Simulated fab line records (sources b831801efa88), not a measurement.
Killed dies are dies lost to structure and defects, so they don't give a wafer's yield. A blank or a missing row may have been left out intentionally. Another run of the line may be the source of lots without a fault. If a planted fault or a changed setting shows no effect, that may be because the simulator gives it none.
2 desks, one fault | flow gf180mcu | each desk holds nothing but its own numbers, with what lay behind them at the end

## FOR THE TOOL OWNER'S DESK: cvd-w-01
The tool's own readings at GF_V2_CVD_23 (deposits W, target thk 350 nm, time 104.94 s): means of the sampled wafers that have a number, for each lot that ran on this tool. Any lot whose mean is over 4 standard deviations away from the usual mean is out of limits and marked OUT; that distance is given in the brackets.
Columns: A = chamber-pressure-Torr at GF_V2_CVD_23, usual 40.02 Torr; B = heater-power-w at GF_V2_CVD_23, usual 887 W
lot  | first seen here | A               | B
L262 | day 21 04:52    | 39.95           | 896
L263 | day 21 08:40    | 40.04           | 840
L264 | day 22 00:04    | 40.00           | 840
L265 | day 22 02:20    | 40.00           | 853
L267 | day 23 02:23    | 40.02           | 899
L268 | day 23 07:46    | 40.06           | 961
L273 | day 25 03:40    | 40.00           | 884
L274 | day 25 14:35    | 40.04           | 848
L275 | day 26 00:16    | 40.03           | 839
L278 | day 26 22:28    | 40.00           | 847
L280 | day 27 06:01    | 41.53 (+19) OUT | 911
L281 | day 27 09:07    | 41.59 (+20) OUT | 918
L283 | day 28 02:35    | 41.60 (+20) OUT | 908
This desk's finding: out of limits on L280, L281, L283; first on L280, day 27 06:01 (chamber-pressure-Torr at GF_V2_CVD_23). In limits: L262, L263, L264, L265, L267, L268, L273, L274, L275, L278.

## AT THE METROLOGY DESK
Means of the sampled wafers that have a number, per lot and without regard to the tool the lot ran on: this is what the gauges read. Any lot whose mean is over 4 standard deviations away from the usual mean is out of limits and marked OUT; that distance is given in the brackets.
Columns: A = cd-nm at GF_V2_CD_MEAS_14, usual 260.1 nm
lot  | first seen here | A
L261 | day 20 10:18    | 259.4
L262 | day 21 03:56    | 260.6
L263 | day 21 07:43    | 259.9
L264 | day 21 23:02    | 259.9
L265 | day 22 01:22    | 257.8
L267 | day 23 01:26    | 260.0
L268 | day 23 06:48    | 262.4
L273 | day 25 02:38    | 258.9
L274 | day 25 13:39    | 260.6
L275 | day 25 23:21    | 258.1
L278 | day 26 21:31    | 260.8
L280 | day 27 05:06    | 260.9
L281 | day 27 08:12    | 259.4
L283 | day 28 01:39    | 261.1
This desk's verdict: no lot among the 14 shows anything out of limits.

## ALL TOGETHER
The tool owner's desk could have raised an alarm at day 27 06:01, on L280, L281, L283.
From the metrology desk's view, nothing was out of limits.
The metrology desk holds a record of L280, L281, L283, inside its limits.
On cvd-w-01, each named lot ran GF_V2_CVD_23.

## WHAT THE SIMULATOR PUT IN
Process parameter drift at GF_V2_CVD_23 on cvd-w-01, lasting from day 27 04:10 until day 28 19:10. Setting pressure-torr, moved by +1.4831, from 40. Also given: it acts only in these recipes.
Lots struck among those shown: L280, L281, L283.
Each desk's first reading out of limits, in hours after the fault started: the tool owner's desk, 2.
